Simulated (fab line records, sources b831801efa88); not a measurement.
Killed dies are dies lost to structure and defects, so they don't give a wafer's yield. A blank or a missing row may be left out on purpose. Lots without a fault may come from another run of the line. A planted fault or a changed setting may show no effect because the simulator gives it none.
One fault seen from 2 desks | flow gf180mcu | each desk has only its own numbers; what lay behind them comes last

THE METROLOGY DESK
What the gauges read, lot by lot, whatever tool the lot ran on: means of the sampled wafers that have a number. A lot is out of limits, marked OUT, if its mean lies more than 4 standard deviations from the usual mean; the brackets give that distance.
Columns: A = POLY_GATE_OVL at GF_POLY_GATE_OVL_MEAS_11, usual 1 nm; B = cd_nm at GF_POLY_GATE_CD_MEAS_18, usual 280.4 nm; C = cd_nm at GF_HV_LDD_CD_MEAS_31, usual 398.9 nm; D = HV_LDD_03_OVL at GF_HV_LDD_OVL_MEAS_47, usual 0.1 nm
lot  | first seen here | A  | B     | C     | D
L438 | day 9 01:51     | 0  | 280.8 | 398.7 | -1.3
L440 | day 9 18:36     | 2  | 282.3 | 398.7 | 1.8
L441 | day 10 00:41    | 5  | 278.3 | 400.1 | -0.6
L442 | day 10 06:35    | -5 | 280.3 | 394.2 | 0.7
L443 | day 10 16:21    | 1  | 280.3 | 399.7 | 0.1
L447 | day 11 19:54    | -1 | 280.4 | 402.6 | 0.2
L451 | day 13 01:56    | 2  | 279.3 | 393.3 | -1.2
L452 | day 13 07:56    | -3 | 279.3 | 393.2 | 1.2
L453 | day 13 13:14    | -3 | 279.3 | 398.2 | -2.2
L454 | day 14 00:30    | -3 | 281.8 | 398.5 | 0.7
L457 | day 14 20:37    | 6  | 282.6 | 401.8 | -0.9
L458 | day 15 05:00    | 6  | 283.3 | 397.0 | 1.0
L460 | day 16 00:09    | -4 | 280.1 | 397.4 | 0.4
L461 | day 16 00:31    | 8  | 279.5 | 403.0 | -2.4
This desk's finding: nothing out of limits on any of the 14 lots.

THE TOOL OWNER'S DESK: litho_track-04
The tool's own readings at GF_HV_LDD_DEVELOP_30 (develop time 60 s): means of the sampled wafers that have a number, for each lot that ran on this tool. A lot is out of limits, marked OUT, if its mean lies more than 4 standard deviations from the usual mean; the brackets give that distance.
Columns: A = developer_temp_C at GF_HV_LDD_DEVELOP_30, usual 23.01 C
lot  | first seen here | A
L438 | day 11 09:04    | 22.84
L440 | day 12 03:16    | 23.12
L443 | day 13 04:50    | 23.04
L447 | day 14 11:10    | 22.93
L451 | day 15 18:28    | 23.10
L452 | day 16 00:52    | 23.07
L461 | day 19 02:40    | 22.93
This desk's finding: nothing out of limits on any of the 7 lots.

PUT TOGETHER
The metrology desk saw nothing out of limits.
The tool owner's desk saw nothing out of limits.

WHAT THE SIMULATOR HAD PUT IN
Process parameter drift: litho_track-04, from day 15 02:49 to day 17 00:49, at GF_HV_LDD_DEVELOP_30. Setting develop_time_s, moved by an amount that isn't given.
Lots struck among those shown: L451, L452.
